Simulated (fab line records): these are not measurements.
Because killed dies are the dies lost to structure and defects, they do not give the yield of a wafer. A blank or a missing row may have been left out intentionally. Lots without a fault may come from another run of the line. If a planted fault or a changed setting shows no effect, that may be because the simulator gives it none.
fab line records    flow sky130
[record] lots = 12  wafers = 36  last-day = 49
route steps=708 shown DNWELL@44 PWDE@52 VT_ADJUST_LVTN@101 PAD_OPEN@708
lots with no fault: from the same line, run without faults
start-h: hours from the record's opening day to when the first of the lot's shown wafers began    wait-h: time in hours since the lot's previous step    " the same as in the row above    L1.1+2: several wafers, shown together as one row    - either no value or no given start    * or withheld: withheld    < > ~ a bound
route shown NAME@n: names a module that has steps shown in the file, with the first one's number in the route    usual: mean/standard deviation taken from wafers without a fault    same: alike in all rows    chamber/n: place in a boat    sites: each site's reading    _std_site: the standard deviation of these    _edge_site: the outer-site mean with the inner-site mean subtracted    radius-mm: how far each site lies from the wafer's centre    mask NAME#n: copy n    behind: tool/chamber where the wafer was last shaped    hold: cause of the lot's hold/its duration in hours/its outcome    device: the transistor (n, p or np) that didn't switch    end of line: the route-end tests of the same wafers    step lacking rows: just its recipe    killed: at the first sort, the dies lost to defects and structure; wafer yield is something else    map: shows each die of a wafer: x if killed, . if not, _ if none is there
set.NAME: the setting the step ran with; set.NAME@STEP: the setting that earlier step ran with    model.NAME: the simulator's own value behind a step, which no gauge read
route steps across a sampled set of lots; one table per step, one row per wafer
services: the hour from which a tool's chamber was out of use, counted from the record's first day as start-h (under 0 if before that day), plus the number of hours and why
[[steps]]
[step SKY_DNWELL_TW_MEAS_09]
[usual] DNWELL_TW = 1100/7.3
lot.wafer  tool           chamber  start-h  wait-h  DNWELL_TW
L660.1     film-metro-03  -        66.19    0.1     1083
L660.2     "              -        "        "       1085
L660.3     "              -        "        "       1086
L661.1     film-metro-03  -        77.02    0.1     1106
L661.2     "              -        "        "       1111
L661.3     "              -        "        "       1104
L662.1     film-metro-04  -        77.29    0.1     1107
L662.3     "              -        "        "       1113
L662.6     "              -        "        "       1103
L665.1     film-metro-01  -        90.07    0.1     1101
L665.3     "              -        "        "       1105
L665.6     "              -        "        "       1105
L666.3     film-metro-03  -        100.44   0.1     1098
L666.4     "              -        "        "       1097
L666.5     "              -        "        "       1098
L667.2     film-metro-04  -        100.78   0.1     1112
L667.3     "              -        "        "       1112
L667.4     "              -        "        "       1110
L668.4     film-metro-03  -        109.51   0.1     1088
L668.5     "              -        "        "       1094
L668.6     "              -        "        "       1092
L674.2     film-metro-01  -        137.24   0.1     1102
L674.3     "              -        "        "       1103
L674.4     "              -        "        "       1113
L675.2     film-metro-04  -        137.37   0.1     1103
L675.4     "              -        "        "       1105
L675.6     "              -        "        "       1108
L676.1     film-metro-04  -        144.02   0.1     1108
L676.2     "              -        "        "       1106
L676.5     "              -        "        "       1109
L678.1     film-metro-01  -        155.03   0.1     1095
L678.3     "              -        "        "       1096
L678.5     "              -        "        "       1099
L679.1     film-metro-01  -        155.91   0.1     1096
L679.3     "              -        "        "       1097
L679.6     "              -        "        "       1094
[step SKY_PWDE_OVL_MEAS_07]
[usual] PWDE_OVL = 0.5/1.4
lot.wafer  tool        chamber  start-h  wait-h  PWDE_OVL[nm]
L660.1     overlay-01  -        81.57    -       0.5
L660.2     "           -        "        "       -0.5
L660.3     "           -        "        "       1.4
L661.1     overlay-01  -        93.04    -       -0.3
L661.2     "           -        "        "       -0.2
L661.3     "           -        "        "       0.3
L662.1     overlay-02  -        93.42    -       -0.6
L662.3     "           -        "        "       1.4
L662.6     "           -        "        "       0.7
L665.1     overlay-01  -        105.52   -       1.8
L665.3     "           -        "        "       1.7
L665.6     "           -        "        "       0.7
L666.3     overlay-02  -        115.23   -       0.7
L666.4     "           -        "        "       0.4
L666.5     "           -        "        "       1.5
L667.2     overlay-02  -        115.77   -       -0.2
L667.3     "           -        "        "       -2.2
L667.4     "           -        "        "       -2.5
L668.4     overlay-01  -        127.05   -       0.4
L668.5     "           -        "        "       1.6
L668.6     "           -        "        "       0.4
L674.2     overlay-02  -        156.12   -       -1.2
L674.3     "           -        "        "       -0.6
L674.4     "           -        "        "       1.9
L675.2     overlay-01  -        156.54   -       3.2
L675.4     "           -        "        "       2.0
L675.6     "           -        "        "       0.1
L676.1     overlay-01  -        163.54   -       0.2
L676.2     "           -        "        "       1.5
L676.5     "           -        "        "       -1.3
L678.1     overlay-01  -        174.27   -       1.7
L678.3     "           -        "        "       3.0
L678.5     "           -        "        "       1.6
L679.1     overlay-02  -        174.84   -       2.0
L679.3     "           -        "        "       0.7
L679.6     "           -        "        "       2.9
[step SKY_VT_ADJUST_LVTN_EXPOSE_04]
[recipe] mask-id = NWM_COMPLEMENT_LESS_NATIVE  na = 0.6  source-shape = conventional  sigma-outer = 0.6  polarization = unpolarized  target-cd-nm = 840  dose-mj = 194
[usual] focus-offset-nm = 0.0/0.52  reticle-temp-C = 22.98/0.09
[same] sigma-outer = 0.6
lot.wafer  tool              chamber  start-h  wait-h  mask                          focus-offset-nm  reticle-temp-C
L660.1     iline-stepper-01  0        142.64   -       NWM_COMPLEMENT_LESS_NATIVE#0  0.1              22.96
L660.2     "                 0        "        "       NWM_COMPLEMENT_LESS_NATIVE#0  -0.4             22.90
L660.3     "                 0        "        "       NWM_COMPLEMENT_LESS_NATIVE#0  -0.3             22.97
L661.1     iline-stepper-02  0        156.91   -       NWM_COMPLEMENT_LESS_NATIVE#0  0.3              22.87
L661.2     "                 0        "        "       NWM_COMPLEMENT_LESS_NATIVE#0  0.5              23.01
L661.3     "                 0        "        "       NWM_COMPLEMENT_LESS_NATIVE#0  0.3              22.92
L662.1     iline-stepper-01  0        158.04   -       NWM_COMPLEMENT_LESS_NATIVE#0  -0.2             22.97
L662.3     "                 0        "        "       NWM_COMPLEMENT_LESS_NATIVE#0  0.0              22.91
L662.6     "                 0        "        "       NWM_COMPLEMENT_LESS_NATIVE#0  0.7              22.97
L665.1     iline-stepper-02  0        171.62   -       NWM_COMPLEMENT_LESS_NATIVE#0  0.1              23.10
L665.3     "                 0        "        "       NWM_COMPLEMENT_LESS_NATIVE#0  -0.4             22.96
L665.6     "                 0        "        "       NWM_COMPLEMENT_LESS_NATIVE#0  -0.5             23.00
L666.3     iline-stepper-02  0        185.08   -       NWM_COMPLEMENT_LESS_NATIVE#0  0.6              22.84
L666.4     "                 0        "        "       NWM_COMPLEMENT_LESS_NATIVE#0  0.2              23.04
L666.5     "                 0        "        "       NWM_COMPLEMENT_LESS_NATIVE#0  0.1              23.07
L667.2     iline-stepper-02  0        186.00   -       NWM_COMPLEMENT_LESS_NATIVE#0  0.6              22.94
L667.3     "                 0        "        "       NWM_COMPLEMENT_LESS_NATIVE#0  -0.3             22.98
L667.4     "                 0        "        "       NWM_COMPLEMENT_LESS_NATIVE#0  -0.6             23.05
L668.4     iline-stepper-02  0        197.67   -       NWM_COMPLEMENT_LESS_NATIVE#0  -0.2             22.92
L668.5     "                 0        "        "       NWM_COMPLEMENT_LESS_NATIVE#0  0.3              22.96
L668.6     "                 0        "        "       NWM_COMPLEMENT_LESS_NATIVE#0  0.1              22.85
L674.2     iline-stepper-01  0        232.65   -       NWM_COMPLEMENT_LESS_NATIVE#0  0.2              22.91
L674.3     "                 0        "        "       NWM_COMPLEMENT_LESS_NATIVE#0  0.2              23.00
L674.4     "                 0        "        "       NWM_COMPLEMENT_LESS_NATIVE#0  0.8              22.99
L675.2     iline-stepper-01  0        233.60   -       NWM_COMPLEMENT_LESS_NATIVE#0  -0.5             22.99
L675.4     "                 0        "        "       NWM_COMPLEMENT_LESS_NATIVE#0  -1.0             22.87
L675.6     "                 0        "        "       NWM_COMPLEMENT_LESS_NATIVE#0  0.6              22.94
L676.1     iline-stepper-01  0        240.25   -       NWM_COMPLEMENT_LESS_NATIVE#0  0.2              22.99
L676.2     "                 0        "        "       NWM_COMPLEMENT_LESS_NATIVE#0  -0.3             23.02
L676.5     "                 0        "        "       NWM_COMPLEMENT_LESS_NATIVE#0  -0.2             22.98
L678.1     iline-stepper-01  0        253.59   -       NWM_COMPLEMENT_LESS_NATIVE#0  -1.0             23.01
L678.3     "                 0        "        "       NWM_COMPLEMENT_LESS_NATIVE#0  -0.2             22.92
L678.5     "                 0        "        "       NWM_COMPLEMENT_LESS_NATIVE#0  0.0              23.06
L679.1     iline-stepper-01  0        254.62   -       NWM_COMPLEMENT_LESS_NATIVE#0  -0.2             23.04
L679.3     "                 0        "        "       NWM_COMPLEMENT_LESS_NATIVE#0  -0.3             23.13
L679.6     "                 0        "        "       NWM_COMPLEMENT_LESS_NATIVE#0  -0.5             22.99
[step SKY_VT_ADJUST_LVTN_OVL_MEAS_07]
[usual] VT_ADJUST_LVTN_OVL = 0.3/1.5
lot.wafer  tool        chamber  start-h  wait-h  VT_ADJUST_LVTN_OVL[nm]
L660.1     overlay-01  -        151.98   -       -1.5
L660.2     "           -        "        "       -1.9
L660.3     "           -        "        "       -1.2
L661.1     overlay-02  -        166.92   -       1.7
L661.2     "           -        "        "       1.8
L661.3     "           -        "        "       1.5
L662.1     overlay-02  -        168.18   -       -1.4
L662.3     "           -        "        "       -2.8
L662.6     "           -        "        "       -1.3
L665.1     overlay-02  -        181.63   -       321.4
L665.3     "           -        "        "       321.2
L665.6     "           -        "        "       322.2
L666.3     overlay-01  -        195.25   -       320.9
L666.4     "           -        "        "       321.5
L666.5     "           -        "        "       320.6
L667.2     overlay-01  -        196.64   -       319.3
L667.3     "           -        "        "       319.4
L667.4     "           -        "        "       318.2
L668.4     overlay-02  -        208.53   -       319.4
L668.5     "           -        "        "       318.1
L668.6     "           -        "        "       319.1
L674.2     overlay-01  -        244.09   -       -0.3
L674.3     "           -        "        "       -0.6
L674.4     "           -        "        "       -0.6
L675.2     overlay-01  -        244.97   -       0.1
L675.4     "           -        "        "       0.8
L675.6     "           -        "        "       1.0
L676.1     overlay-02  -        251.86   -       -0.3
L676.2     "           -        "        "       -0.6
L676.5     "           -        "        "       -0.2
L678.1     overlay-02  -        265.28   -       -0.3
L678.3     "           -        "        "       -1.4
L678.5     "           -        "        "       0.3
L679.1     overlay-02  -        266.61   -       -2.7
L679.3     "           -        "        "       0.0
L679.6     "           -        "        "       -0.4
[step SKY_VT_ADJUST_LVTN_TW_MEAS_21]
[usual] VT_ADJUST_LVTN_2_TW = 185.0/1.1
lot.wafer  tool           chamber  start-h  wait-h  VT_ADJUST_LVTN_2_TW
L660.1     film-metro-01  -        172.50   0.1     185.9
L660.2     "              -        "        "       184.7
L660.3     "              -        "        "       185.6
L661.1     film-metro-01  -        186.40   0.1     183.7
L661.2     "              -        "        "       184.5
L661.3     "              -        "        "       184.8
L662.1     film-metro-01  -        188.77   0.1     184.0
L662.3     "              -        "        "       184.8
L662.6     "              -        "        "       184.6
L665.1     film-metro-02  -        202.47   0.1     184.0
L665.3     "              -        "        "       184.6
L665.6     "              -        "        "       183.6
L666.3     film-metro-01  -        217.17   0.1     184.6
L666.4     "              -        "        "       185.2
L666.5     "              -        "        "       185.1
L667.2     film-metro-01  -        218.38   0.1     183.8
L667.3     "              -        "        "       185.3
L667.4     "              -        "        "       185.4
L668.4     film-metro-01  -        231.53   0.1     187.0
L668.5     "              -        "        "       185.4
L668.6     "              -        "        "       184.4
L674.2     film-metro-03  -        268.81   0.1     185.3
L674.3     "              -        "        "       186.0
L674.4     "              -        "        "       185.9
L675.2     film-metro-02  -        269.53   0.1     184.2
L675.4     "              -        "        "       184.8
L675.6     "              -        "        "       184.3
L676.1     film-metro-02  -        276.25   0.1     183.2
L676.2     "              -        "        "       183.8
L676.5     "              -        "        "       184.4
L678.1     film-metro-01  -        290.35   0.1     184.9
L678.3     "              -        "        "       185.9
L678.5     "              -        "        "       185.2
L679.1     film-metro-02  -        292.55   0.1     183.7
L679.3     "              -        "        "       182.8
L679.6     "              -        "        "       183.2
[step SKY_PAD_OPEN_PROBE_99]
[usual] killed_at_M0_to_M3 = 43/7.4  killed_at_M4_up = 3.3/2  killed-at-contacts = 24/5.4  killed-at-front-end = 16/4.2  killed-at-other = 0.3/0.61  killed-dies = 87/9.4  killed-on-rim = 17/3.8  killed-open = 47/7.3  killed-short = 40/6.7
[same] gross-dies = 492  killed-at-back-side = 0
lot.wafer  tool       chamber  start-h  wait-h  killed_at_M0_to_M3  killed_at_M4_up  killed-at-contacts  killed-at-front-end  killed-at-other  killed-dies  killed-on-rim  killed-open  killed-short
L660.1     prober-02  -        1083.05  0.1     47                  7                28                  13                   0                95           24             48           47
L660.2     prober-02  -        1083.10  0.1     33                  8                19                  18                   0                78           13             45           33
L660.3     prober-02  -        1083.15  0.2     40                  3                23                  12                   0                78           17             43           34
L661.1     prober-02  -        1095.85  0.1     56                  5                25                  17                   0                103          21             56           47
L661.2     prober-02  -        1095.90  0.1     53                  9                25                  13                   0                100          22             50           50
L661.3     prober-02  -        1095.95  0.2     50                  0                25                  14                   0                89           19             48           41
L665.1     prober-01  -        1115.83  0.1     47                  1                24                  412                  0                484          95             51           45
L665.3     prober-01  -        1115.93  0.2     57                  4                20                  403                  0                484          95             48           55
L665.6     prober-01  -        1116.08  0.2     48                  1                35                  394                  0                478          93             67           34
L666.3     prober-02  -        1131.26  0.2     33                  5                24                  412                  1                475          94             46           34
L666.4     prober-02  -        1131.31  0.2     48                  2                19                  411                  0                480          95             50           38
L666.5     prober-02  -        1131.36  0.2     40                  2                25                  408                  1                476          94             55           29
L667.2     prober-01  -        1133.10  0.1     48                  5                17                  408                  0                478          96             44           37
L667.3     prober-01  -        1133.15  0.2     37                  1                26                  411                  0                475          94             46           32
L667.4     prober-01  -        1133.20  0.2     59                  5                20                  398                  0                482          94             45           50
L668.4     prober-02  -        1139.23  0.2     48                  5                33                  394                  0                480          94             48           50
L668.5     prober-02  -        1139.28  0.2     41                  5                28                  402                  3                479          93             48           49
L668.6     prober-02  -        1139.33  0.2     40                  2                32                  395                  1                470          95             55           34
L678.1     prober-01  -        1183.55  0.1     46                  1                27                  17                   1                92           23             47           44
L678.3     prober-01  -        1183.65  0.2     48                  4                24                  14                   0                90           16             46           44
L678.5     prober-01  -        1183.75  0.2     32                  7                17                  18                   0                74           15             28           46
// killed by level:class
L660.1 VIA1:geometric-particle:open=13 CONTACT:geometric-particle:open=8 METAL2:geometric-particle:short=8 VIA2:geometric-particle:open=7 CONTACT:geometric-particle:short=6 POLY_GATE:geometric-particle:short=5 LI_CONTACT:geometric-particle:short=5 METAL4:geometric-particle:short=5
L660.2 VIA2:geometric-particle:open=8 LI_CONTACT:geometric-particle:open=7 CONTACT:geometric-particle:open=7 FIELD_ISO:geometric-particle:open=6 VIA1:geometric-particle:open=6 FIELD_ISO:geometric-particle:short=5 METAL2:geometric-particle:short=5 METAL4:geometric-particle:short=5
L660.3 VIA1:geometric-particle:open=9 CONTACT:geometric-particle:open=7 VIA3:geometric-particle:short=7 LI_CONTACT:geometric-particle:open=6 VIA2:geometric-particle:open=6 FIELD_ISO:geometric-particle:short=5 CONTACT:geometric-particle:short=5 METAL1:geometric-particle:short=5
L661.1 VIA1:geometric-particle:open=14 CONTACT:geometric-particle:open=11 VIA2:geometric-particle:open=8 POLY_GATE:geometric-particle:open=6 METAL3:geometric-particle:short=6 METAL1:geometric-particle:short=6 LOCAL_INTERCONNECT:geometric-particle:short=5 VIA2:geometric-particle:short=5
L661.2 VIA3:geometric-particle:open=10 VIA1:geometric-particle:open=9 VIA2:geometric-particle:open=8 METAL1:geometric-particle:short=7 CONTACT:geometric-particle:open=7 VIA1:geometric-particle:short=7 METAL4:geometric-particle:short=6 LI_CONTACT:geometric-particle:open=6
L661.3 METAL2:geometric-particle:short=11 CONTACT:geometric-particle:open=11 VIA1:geometric-particle:open=10 VIA2:geometric-particle:open=7 LI_CONTACT:geometric-particle:open=6 VIA3:geometric-particle:open=6 LOCAL_INTERCONNECT:geometric-particle:short=5 FIELD_ISO:geometric-particle:open=4
L665.1 VT_ADJUST_LVTN:overlay=388 CONTACT:geometric-particle:open=12 VIA1:geometric-particle:open=9 VIA2:geometric-particle:open=8 VIA3:geometric-particle:open=7 POLY_GATE:geometric-particle:short=6 FIELD_ISO:geometric-particle:short=5 LOCAL_INTERCONNECT:geometric-particle:short=5
L665.3 VT_ADJUST_LVTN:overlay=381 METAL1:geometric-particle:short=11 VIA1:geometric-particle:open=10 VIA2:geometric-particle:short=9 VIA2:geometric-particle:open=8 CONTACT:geometric-particle:open=7 FIELD_ISO:geometric-particle:short=6 VIA3:geometric-particle:open=6
L665.6 VT_ADJUST_LVTN:overlay=377 CONTACT:geometric-particle:open=19 VIA1:geometric-particle:open=10 VIA2:geometric-particle:open=10 LI_CONTACT:geometric-particle:open=9 VIA3:geometric-particle:short=6 VIA3:geometric-particle:open=6 METAL1:geometric-particle:short=5
L666.3 VT_ADJUST_LVTN:overlay=395 LI_CONTACT:geometric-particle:open=8 VIA1:geometric-particle:open=8 VIA3:geometric-particle:open=6 VIA1:geometric-particle:short=5 LOCAL_INTERCONNECT:geometric-particle:short=5 CONTACT:geometric-particle:open=5 VIA2:geometric-particle:open=5
L666.4 VT_ADJUST_LVTN:overlay=391 VIA2:geometric-particle:open=10 VIA3:geometric-particle:open=7 FIELD_ISO:geometric-particle:short=6 LI_CONTACT:geometric-particle:open=6 VIA1:geometric-particle:open=6 METAL2:geometric-particle:short=5 FIELD_ISO:geometric-particle:open=4
L666.5 VT_ADJUST_LVTN:overlay=391 CONTACT:geometric-particle:open=11 VIA1:geometric-particle:open=11 VIA3:geometric-particle:open=9 POLY_GATE:geometric-particle:open=6 VIA2:geometric-particle:open=6 CONTACT:geometric-particle:short=5 METAL2:geometric-particle:short=5
L667.2 VT_ADJUST_LVTN:overlay=397 VIA1:geometric-particle:open=12 VIA2:geometric-particle:open=8 CONTACT:geometric-particle:open=6 VIA1:geometric-particle:short=6 VIA3:geometric-particle:open=6 VIA3:geometric-particle:short=5 FIELD_ISO:geometric-particle:short=4
L667.3 VT_ADJUST_LVTN:overlay=397 LI_CONTACT:geometric-particle:open=10 VIA1:geometric-particle:open=8 CONTACT:geometric-particle:open=6 VIA1:geometric-particle:short=5 FIELD_ISO:geometric-particle:open=4 LOCAL_INTERCONNECT:geometric-particle:short=4 CONTACT:geometric-particle:short=4
L667.4 VT_ADJUST_LVTN:overlay=387 VIA1:geometric-particle:open=14 METAL2:geometric-particle:short=12 VIA3:geometric-particle:open=8 METAL1:geometric-particle:short=7 VIA2:geometric-particle:open=6 VIA1:geometric-particle:short=6 CONTACT:geometric-particle:short=6
L668.4 VT_ADJUST_LVTN:overlay=382 LI_CONTACT:geometric-particle:open=12 CONTACT:geometric-particle:open=8 VIA2:geometric-particle:open=7 METAL2:geometric-particle:short=7 VIA1:geometric-particle:open=7 LI_CONTACT:geometric-particle:short=5 CONTACT:geometric-particle:short=5
L668.5 VT_ADJUST_LVTN:overlay=382 LOCAL_INTERCONNECT:geometric-particle:short=8 LI_CONTACT:geometric-particle:open=7 FIELD_ISO:geometric-particle:short=6 CONTACT:geometric-particle:open=6 METAL1:geometric-particle:short=6 METAL2:geometric-particle:short=6 VIA2:geometric-particle:open=6
L668.6 VT_ADJUST_LVTN:overlay=381 CONTACT:geometric-particle:open=14 LI_CONTACT:geometric-particle:open=9 VIA2:geometric-particle:open=8 VIA1:geometric-particle:open=6 VIA3:geometric-particle:open=6 CONTACT:geometric-particle:short=5 METAL1:geometric-particle:short=5
L678.1 LI_CONTACT:geometric-particle:open=10 METAL1:geometric-particle:short=9 VIA1:geometric-particle:open=8 VIA2:geometric-particle:open=7 CONTACT:geometric-particle:open=7 LOCAL_INTERCONNECT:geometric-particle:short=5 VIA3:geometric-particle:open=5 FIELD_ISO:geometric-particle:short=4
L678.3 VIA1:geometric-particle:open=13 VIA1:geometric-particle:short=10 LI_CONTACT:geometric-particle:open=8 CONTACT:geometric-particle:open=8 METAL2:geometric-particle:short=7 CONTACT:geometric-particle:short=5 VIA3:geometric-particle:open=4 FIELD_ISO:geometric-particle:short=3
L678.5 METAL2:geometric-particle:short=9 VIA2:geometric-particle:open=7 METAL4:geometric-particle:short=7 FIELD_ISO:geometric-particle:short=5 CONTACT:geometric-particle:short=5 CONTACT:geometric-particle:open=5 METAL1:geometric-particle:short=5 VIA1:geometric-particle:open=4
[[services]]
tool              chamber  start-h  hours  kind
iline-stepper-01  -        148.58   1.7    pm
iline-stepper-02  -        239.94   1.7    pm
iline-stepper-02  -        250.04   6.5    repair
[[key]]
[first-sign] step = SKY_VT_ADJUST_LVTN_OVL_MEAS_07  reading = VT_ADJUST_LVTN_OVL  direction = up  sigmas = 99+  usual = 0.3  struck = 320.1
[effect] step = SKY_PAD_OPEN_PROBE_99  reading = killed-at-front-end  direction = up  sigmas = 92  usual = 16  struck = 404
[more-kills-born-at] SKY_VT_ADJUST_LVTN_EXPOSE_04@iline-stepper-02 = 4649
met-at SKY_VT_ADJUST_LVTN_EXPOSE_04
struck-lots L665,L666,L667,L668
tester-left-out L665,L666,L667,L668
not-acting-at SKY_DNWELL_TW_MEAS_09,SKY_PWDE_OVL_MEAS_07,SKY_VT_ADJUST_LVTN_TW_MEAS_21
onset-between 156.91 171.62
[fault] kind = scanner-matching-overlay  tool = iline-stepper-02  chamber = -  onset-h = 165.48  steps = SKY_VT_ADJUST_LVTN_EXPOSE_04  offset = 319.06
// tester-left-out: of these lots the tester's yield and bins aren't shown, on N5 and GAA mostly nor the transistor test; their killed dies are dies lost to structure and defects alone, not to doping, threshold or leakage, so they don't give the yield
